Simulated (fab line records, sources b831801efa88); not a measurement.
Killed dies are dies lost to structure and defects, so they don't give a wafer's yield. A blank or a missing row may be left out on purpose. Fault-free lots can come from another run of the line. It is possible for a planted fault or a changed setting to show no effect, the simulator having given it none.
fab line records	flow sky130
record: lots: 6	wafers: 18	last-day: 50
route steps=708 shown POLY_CUT@314 SD_P@320 PAD_OPEN@708
lots with no fault: from the same line, run without faults
start-h: the number of hours between the record's first day and the start of the first shown wafer of the lot	wait-h: hours since the lot's step before	" unchanged from the row above	L1.1+2: one row covering several wafers at once	- value missing, or start not given	* or withheld: withheld	< > ~ a bound
route shown NAME@n: NAME is a module with steps in the file, n the number in the route of the first one	usual: the fault-free wafers' mean and standard deviation	same: alike in all rows	chamber/n: place in a boat	sites: each site's reading	_std_site: standard deviation of those values	_edge_site: the outer-site mean with the inner-site mean subtracted	radius-mm: for every site, how far away it sits from the centre of the wafer	mask NAME#n: copy n	behind: the most recent tool/chamber to have shaped the wafer	hold: why the lot was held/for how many hours/how that ended	device: transistor that didn't switch, given as n, p or np	end of line: the same wafers' tests at the end of the route	a step without rows: its recipe alone	killed: count of dies lost to structure and defects at first sort (not the wafer's yield)	map: the dies of a wafer, with x for killed, . for not killed, _ for no die there
set.NAME: the run value of the setting; set.NAME@STEP: its run value at that earlier step	model.NAME: the simulator's own value behind a step, which no gauge read
lots seen at some steps along the route; tables by step, rows by wafer
services: from which hour (start-h, from the record's first day; less than 0 if before it) a tool's chamber was out of use, for how many hours, and why
== steps ==
step: SKY_POLY_CUT_DEVELOP_07
recipe: develop-time-s: 60	resist: KrF-thick	dev-temp-c: 21
step: SKY_POLY_CUT_CD_MEAS_08
recipe: target-cd-nm: 270
usual: cd-nm: 270.0/1.3
lot.wafer	tool	chamber	start-h	wait-h	cd-nm
L453.3	cd-sem-02	-	634.49	-	271.3
L453.4	"	-	"	"	269.5
L453.6	"	-	"	"	272.0
L454.1	cd-sem-02	-	650.65	-	271.3
L454.3	"	-	"	"	270.1
L454.5	"	-	"	"	270.4
L458.2	cd-sem-02	-	681.36	-	269.5
L458.4	"	-	"	"	269.5
L458.5	"	-	"	"	268.9
L459.1	cd-sem-02	-	692.51	-	269.3
L459.2	"	-	"	"	270.0
L459.6	"	-	"	"	269.9
L461.1	cd-sem-01	-	703.56	-	267.5
L461.3	"	-	"	"	265.4
L461.5	"	-	"	"	266.4
L463.1	cd-sem-02	-	724.99	-	272.0
L463.4	"	-	"	"	272.2
L463.6	"	-	"	"	272.1
step: SKY_POLY_CUT_OVL_MEAS_09
usual: POLY_CUT_OVL: 2/5
lot.wafer	tool	chamber	start-h	wait-h	POLY_CUT_OVL[nm]
L453.3	overlay-01	-	634.58	0.1	-4
L453.4	"	-	"	"	2
L453.6	"	-	"	"	3
L454.1	overlay-01	-	650.77	0.1	7
L454.3	"	-	"	"	10
L454.5	"	-	"	"	14
L458.2	overlay-01	-	681.46	0.1	-2
L458.4	"	-	"	"	-4
L458.5	"	-	"	"	3
L459.1	overlay-01	-	692.63	0.1	2
L459.2	"	-	"	"	14
L459.6	"	-	"	"	13
L461.1	overlay-02	-	703.68	0.1	5
L461.3	"	-	"	"	-3
L461.5	"	-	"	"	0
L463.1	overlay-02	-	725.11	0.1	-5
L463.4	"	-	"	"	-2
L463.6	"	-	"	"	2
step: SKY_POLY_CUT_ETCH_10
recipe: chemistry: N2/H2	target: BARC	ion-energy-ev: 200	source-w: 500	bias-w: 100	pressure-mtorr: 30	n2-flow-sccm: 100	h2-flow-sccm: 200	stop-on: SiO2	time-s: 45.9	target-depth-a: 600
usual: drypump-motor-current-A: 5.7/0.35	oes-product-au: 0.855/0.0044	rf-fwd-power-W: 494.3/2.4	throttle-valve-pct: 13.225/0.0099
lot.wafer	tool	chamber	start-h	wait-h	drypump-motor-current-A	oes-product-au	rf-fwd-power-W	rf-hours-counter-h	throttle-valve-pct
L453.3	rie-diel-01	1	634.60	0.0	5.4	0.858	495.5	42	13.225
L453.4	"	2	"	"	5.9	0.855	490.1	4	13.223
L453.6	"	0	"	"	5.6	0.852	493.2	-	13.231
L454.1	rie-diel-01	0	650.80	0.0	5.6	0.853	492.2	32	13.230
L454.3	"	2	"	"	5.9	0.852	491.4	4	13.231
L454.5	"	0	"	"	5.6	0.855	492.3	-	13.221
L458.2	rie-diel-04	3	681.49	0.0	5.8	0.853	495.2	0	13.216
L458.4	"	0	"	"	5.6	0.845	493.2	1	13.227
L458.5	"	1	"	"	5.7	0.856	495.4	-	13.215
L459.1	rie-diel-03	2	692.66	0.0	6.3	0.853	492.9	8	13.238
L459.2	"	1	"	"	5.2	0.859	492.6	8	13.229
L459.6	"	0	"	"	5.6	0.857	498.4	-	13.207
L461.1	rie-diel-04	1	703.71	0.0	5.8	0.863	495.0	13	13.226
L461.3	"	0	"	"	5.6	0.862	491.5	2	13.215
L461.5	"	0	"	"	5.6	0.853	493.5	-	13.244
L463.1	rie-diel-03	0	725.14	0.0	5.6	0.858	498.2	14	13.217
L463.4	"	1	"	"	5.2	0.856	492.8	8	13.232
L463.6	"	2	"	"	6.3	0.851	491.5	-	13.210
step: SKY_POLY_CUT_ETCH_11
recipe: target: Si3N4	chemistry: CF4/CH2F2/Ar	stop-on: poly-Si	source-w: 600	bias-w: 150	pressure-mtorr: 40	cf4-flow-sccm: 40	ch2f2-flow-sccm: 20	Ar_flow_sccm: 150	time-s: 42.5	target-depth-a: 600
usual: drypump-motor-current-A: 5.7/0.35	oes-product-au: 0.828/0.0064	rf-fwd-power-W: 593/3.1	throttle-valve-pct: 14.994/0.0094
lot.wafer	tool	chamber	start-h	wait-h	drypump-motor-current-A	oes-product-au	rf-fwd-power-W	rf-hours-counter-h	throttle-valve-pct
L453.3	rie-diel-01	1	634.65	0.0	5.4	0.830	597	42	14.992
L453.4	"	2	"	"	5.9	0.826	590	4	14.998
L453.6	"	0	"	"	5.6	0.833	590	-	14.977
L454.1	rie-diel-01	0	650.85	0.0	5.6	0.832	590	32	14.994
L454.3	"	2	"	"	5.9	0.823	592	4	14.991
L454.5	"	0	"	"	5.6	0.828	590	-	15.012
L458.2	rie-diel-04	3	681.53	0.0	5.8	0.818	591	0	15.004
L458.4	"	0	"	"	5.5	0.833	594	1	14.991
L458.5	"	1	"	"	5.8	0.833	594	-	14.995
L459.1	rie-diel-03	2	692.70	0.0	6.3	0.837	590	8	14.978
L459.2	"	1	"	"	5.2	0.832	591	8	14.982
L459.6	"	0	"	"	5.6	0.828	598	-	14.974
L461.1	rie-diel-04	1	703.75	0.0	5.8	0.828	595	13	15.000
L461.3	"	0	"	"	5.5	0.824	590	2	14.985
L461.5	"	0	"	"	5.5	0.821	592	-	14.988
L463.1	rie-diel-03	0	725.18	0.0	5.6	0.828	595	14	14.972
L463.4	"	1	"	"	5.2	0.836	591	9	15.007
L463.6	"	2	"	"	6.3	0.829	591	-	14.992
step: SKY_POLY_CUT_STRIP_12
recipe: chemistry: O2/N2	power-w: 1400	pressure-mtorr: 1500	platen-temp-c: withheld	o2-flow-sccm: 3000	n2-flow-sccm: 300	overash-fraction: 0.5
usual: drypump-motor-current-A: 5.5/0.44	oes-product-au: 0.452/0.0045	strip-time-to-endpoint-s: 5.353/0.02
lot.wafer	tool	chamber	start-h	wait-h	drypump-motor-current-A	oes-product-au	rf-hours-counter-h	strip-time-to-endpoint-s
L453.3	plasma-asher-01	0	634.72	0.1	6.1	0.456	-	5.379
L453.4	"	1	"	"	5.7	0.454	-	5.380
L453.6	"	0	"	"	6.1	0.454	-	5.379
L454.1	plasma-asher-01	0	650.89	0.0	6.1	0.451	22	5.346
L454.3	"	1	"	"	5.7	0.452	-	5.375
L454.5	"	1	"	"	5.7	0.458	-	5.355
L458.2	plasma-asher-03	0	681.57	0.0	5.3	0.452	93	5.370
L458.4	"	0	"	"	5.3	0.453	-	5.359
L458.5	"	0	"	"	5.3	0.448	-	5.351
L459.1	plasma-asher-03	0	692.74	0.0	5.3	0.449	94	5.333
L459.2	"	1	"	"	5.3	0.453	94	5.375
L459.6	"	0	"	"	5.3	0.457	-	5.334
L461.1	plasma-asher-03	1	703.79	0.0	5.3	0.449	95	5.370
L461.3	"	1	"	"	5.2	0.449	-	5.349
L461.5	"	1	"	"	5.2	0.454	-	5.351
L463.1	plasma-asher-03	0	725.22	0.0	5.3	0.451	97	5.384
L463.4	"	0	"	"	5.3	0.458	-	5.374
L463.6	"	0	"	"	5.3	0.453	-	5.344
step: SKY_SD_P_DEHYDRATE_00
recipe: temp-c: 200	time-s: 60
step: SKY_SD_P_HMDS_01
recipe: prime-time-s: 60	prime-temp-c: 120
step: SKY_SD_P_COAT_02
recipe: resist: NOVOLAK	spin-rpm: 3000	resist-thk-nm: 1140
step: SKY_SD_P_SOFTBAKE_03
recipe: temp-c: 90	time-s: 60	resist: NOVOLAK
step: SKY_SD_P_EXPOSE_04
recipe: mask-id: PSDM	na: 0.6	source-shape: conventional	sigma-outer: 0.6	polarization: unpolarized	target-cd-nm: 380	dose-mj: 138
step: SKY_SD_P_PEB_05
recipe: temp-c: withheld	time-s: *	resist: NOVOLAK
step: SKY_SD_P_DEVELOP_06
recipe: resist: NOVOLAK	developer: TMAH	develop-time-s: 60	dev-temp-c: 23
usual: resist-line-temp-C: 23.00/0.094
lot.wafer	tool	chamber	start-h	wait-h	resist-line-temp-C
L453.3	litho-track-04	0	662.83	0.1	22.97
L453.4	"	0	"	"	23.13
L453.6	"	0	"	"	23.02
L454.1	litho-track-04	0	678.93	0.1	23.11
L454.3	"	0	"	"	22.87
L454.5	"	0	"	"	23.04
L458.2	litho-track-02	0	709.46	0.1	23.04
L458.4	"	0	"	"	23.02
L458.5	"	0	"	"	23.08
L459.1	litho-track-02	0	720.44	0.1	23.14
L459.2	"	0	"	"	23.07
L459.6	"	0	"	"	23.06
L461.1	litho-track-03	0	731.91	0.1	23.14
L461.3	"	0	"	"	22.93
L461.5	"	0	"	"	23.04
L463.1	litho-track-04	0	752.83	0.1	22.90
L463.4	"	0	"	"	22.97
L463.6	"	0	"	"	22.96
step: SKY_SD_P_CD_MEAS_07
recipe: target-cd-nm: 380
usual: cd-nm: 379.9/2
lot.wafer	tool	chamber	start-h	wait-h	hold	cd-nm
L453.3	cd-sem-02	-	662.97	0.1	await-dispo/0.2h/release	250.6
L453.4	"	-	"	"	await-dispo/0.2h/release	250.5
L453.6	"	-	"	"	await-dispo/0.2h/release	248.3
L453.3	cd-sem-02	-	664.91	1.9	-	250.5
L453.4	"	-	"	"	-	250.2
L453.6	"	-	"	"	-	248.4
L454.1	cd-sem-02	-	679.08	0.1	await-dispo/0.2h/release	277.4
L454.3	"	-	"	"	await-dispo/0.2h/release	277.5
L454.5	"	-	"	"	await-dispo/0.2h/release	274.2
L454.1	cd-sem-02	-	679.36	0.3	-	277.2
L454.3	"	-	"	"	-	278.1
L454.5	"	-	"	"	-	274.5
L458.2	cd-sem-02	-	709.61	0.1	-	380.7
L458.4	"	-	"	"	-	379.2
L458.5	"	-	"	"	-	379.5
L459.1	cd-sem-02	-	720.59	0.1	-	377.8
L459.2	"	-	"	"	-	378.7
L459.6	"	-	"	"	-	377.2
L461.1	cd-sem-01	-	732.06	0.1	-	380.8
L461.3	"	-	"	"	-	377.7
L461.5	"	-	"	"	-	377.8
L463.1	cd-sem-02	-	752.98	0.1	-	375.2
L463.4	"	-	"	"	-	379.5
L463.6	"	-	"	"	-	380.2
step: SKY_PAD_OPEN_PROBE_99
usual: defect-limited-yield: 82.4/1.9	killed_at_M0_to_M3: 43/6.7	killed_at_M4_up: 3.1/1.9	killed-at-contacts: 25/5	killed-at-front-end: 15/4	killed-at-other: 0.4/0.69	killed-dies: 87/9.2	killed-open: 46/7.1	killed-short: 40/6.8	sort_bin_3_pad_short: 0.9/0.48	sort_bin_5_function: 10.3/1.5	sort_bin_6_memory: 6.4/1.2	sort-n-pass: 405/9.2	sort-yield-pct: 82.4/1.9
same: gross-dies: 492	killed-at-back-side: 0	sort_bin_4_leakage[%]: 0	sort_bin_8_speed[%]: 0
lot.wafer	tool	chamber	start-h	wait-h	defect-limited-yield[%]	killed_at_M0_to_M3	killed_at_M4_up	killed-at-contacts	killed-at-front-end	killed-at-other	killed-dies	killed-open	killed-short	sort_bin_3_pad_short[%]	sort_bin_5_function[%]	sort_bin_6_memory[%]	sort-n-pass	sort-yield-pct[%]
L458.2	prober-02	-	1161.53	0.1	82.1	47	3	20	18	0	88	49	39	1.8	8.9	7.1	404	82.1
L458.4	prober-02	-	1161.63	0.2	82.3	43	3	26	14	1	87	36	50	1.4	7.5	8.7	405	82.3
L458.5	prober-02	-	1161.68	0.2	79.5	52	3	21	25	0	101	60	41	0.6	11.0	8.9	391	79.5
L459.1	prober-02	-	1168.67	0.1	82.9	45	2	20	17	0	84	53	30	1.0	9.6	6.5	408	82.9
L459.2	prober-02	-	1168.72	0.1	81.3	45	2	27	18	0	92	53	38	1.8	10.6	6.3	400	81.3
L459.6	prober-02	-	1168.92	0.2	82.1	44	1	31	11	1	88	52	35	0.6	10.0	7.3	404	82.1
killed by level:class
L458.2 VIA1:geometric-particle:open=8 METAL1:geometric-particle:short=8 VIA2:geometric-particle:open=8 CONTACT:geometric-particle:open=7 FIELD_ISO:geometric-particle:open=6 VIA2:geometric-particle:short=6 LI_CONTACT:geometric-particle:open=5 VIA1:geometric-particle:short=5
L458.4 METAL1:geometric-particle:short=12 VIA1:geometric-particle:open=9 CONTACT:geometric-particle:open=8 FIELD_ISO:geometric-particle:short=6 LOCAL_INTERCONNECT:geometric-particle:short=6 CONTACT:geometric-particle:short=6 VIA1:geometric-particle:short=5 VIA3:geometric-particle:open=5
L458.5 VIA1:geometric-particle:open=15 CONTACT:geometric-particle:open=9 FIELD_ISO:geometric-particle:open=8 METAL1:geometric-particle:short=7 CONTACT:geometric-particle:short=6 VIA2:geometric-particle:open=6 VIA3:geometric-particle:short=5 POLY_GATE:geometric-particle:short=4
L459.1 CONTACT:geometric-particle:open=11 VIA2:geometric-particle:open=11 VIA1:geometric-particle:open=10 POLY_GATE:geometric-particle:open=7 METAL1:geometric-particle:short=7 LI_CONTACT:geometric-particle:open=5 FIELD_ISO:geometric-particle:short=4 METAL2:geometric-particle:short=4
L459.2 VIA1:geometric-particle:open=15 LI_CONTACT:geometric-particle:open=9 METAL1:geometric-particle:short=6 CONTACT:geometric-particle:open=6 METAL2:geometric-particle:short=6 POLY_GATE:geometric-particle:open=5 LI_CONTACT:geometric-particle:short=5 LOCAL_INTERCONNECT:geometric-particle:short=5
L459.6 CONTACT:geometric-particle:open=13 VIA1:geometric-particle:open=13 CONTACT:geometric-particle:short=8 METAL2:geometric-particle:short=7 FIELD_ISO:geometric-particle:open=5 LI_CONTACT:geometric-particle:open=5 VIA1:geometric-particle:short=5 VIA3:geometric-particle:open=5
== services ==
tool	chamber	start-h	hours	kind
rie-diel-04	0	612.62	-	clean
rie-diel-04	0	612.62	29.6	scheduled-down
rie-diel-04	0	612.62	29.6	vent-cycle
rie-diel-04	2	642.20	-	clean
rie-diel-04	2	642.20	16.6	scheduled-down
rie-diel-04	2	642.20	16.6	vent-cycle
rie-diel-03	2	647.82	7.7	repair
rie-diel-04	3	649.94	4.7	repair
plasma-asher-01	-	653.95	1.4	repair
rie-diel-04	3	658.78	-	clean
rie-diel-04	3	658.78	18.7	scheduled-down
rie-diel-01	3	674.53	6.9	repair
rie-diel-01	0	680.12	9.9	repair
rie-diel-01	-	714.24	5.7	repair
plasma-asher-03	-	717.84	0.6	repair
rie-diel-04	0	720.72	6.9	repair
rie-diel-03	0	727.04	2.8	repair
rie-diel-01	0	728.48	3.9	repair
plasma-asher-03	-	733.75	9.0	pm
rie-diel-01	0	738.54	7.4	repair
rie-diel-03	3	742.55	10.2	repair
plasma-asher-03	-	745.64	1.0	repair
rie-diel-04	-	746.43	0.2	repair
rie-diel-04	3	751.60	4.7	repair
== key ==
first-sign: step: SKY_SD_P_CD_MEAS_07	reading: visit	direction: added	through: control-loop
effect: step: SKY_SD_P_CD_MEAS_07	reading: cd-nm	direction: down	sigmas: 57	usual: 379.9	struck: 263.1	through: control-loop
met-at SKY_SD_P_DEVELOP_06
struck-wafers L453.3,L453.4,L453.6,L454.1,L454.3,L454.5
scrapped-behind SKY_SD_P_CD_MEAS_07 L453.3,L453.4,L453.6,L454.1,L454.3,L454.5
loop-trim: step: SKY_SD_P_EXPOSE_04	setting: dose	lots: L454
also-fits SKY_POLY_CUT_ETCH_10:rie-diel-01,SKY_POLY_CUT_ETCH_11:rie-diel-01,SKY_POLY_CUT_STRIP_12:plasma-asher-01
fault: kind: process-parameter-drift	tool: litho-track-04	chamber: -	onset-h: 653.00	steps: SKY_SD_P_DEVELOP_06	channel: develop-time-s	offset: *	shape: step	end-h: 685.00	acts-in: *	stated: *
loop-trim: a control loop set the setting to another value than it would have without faults
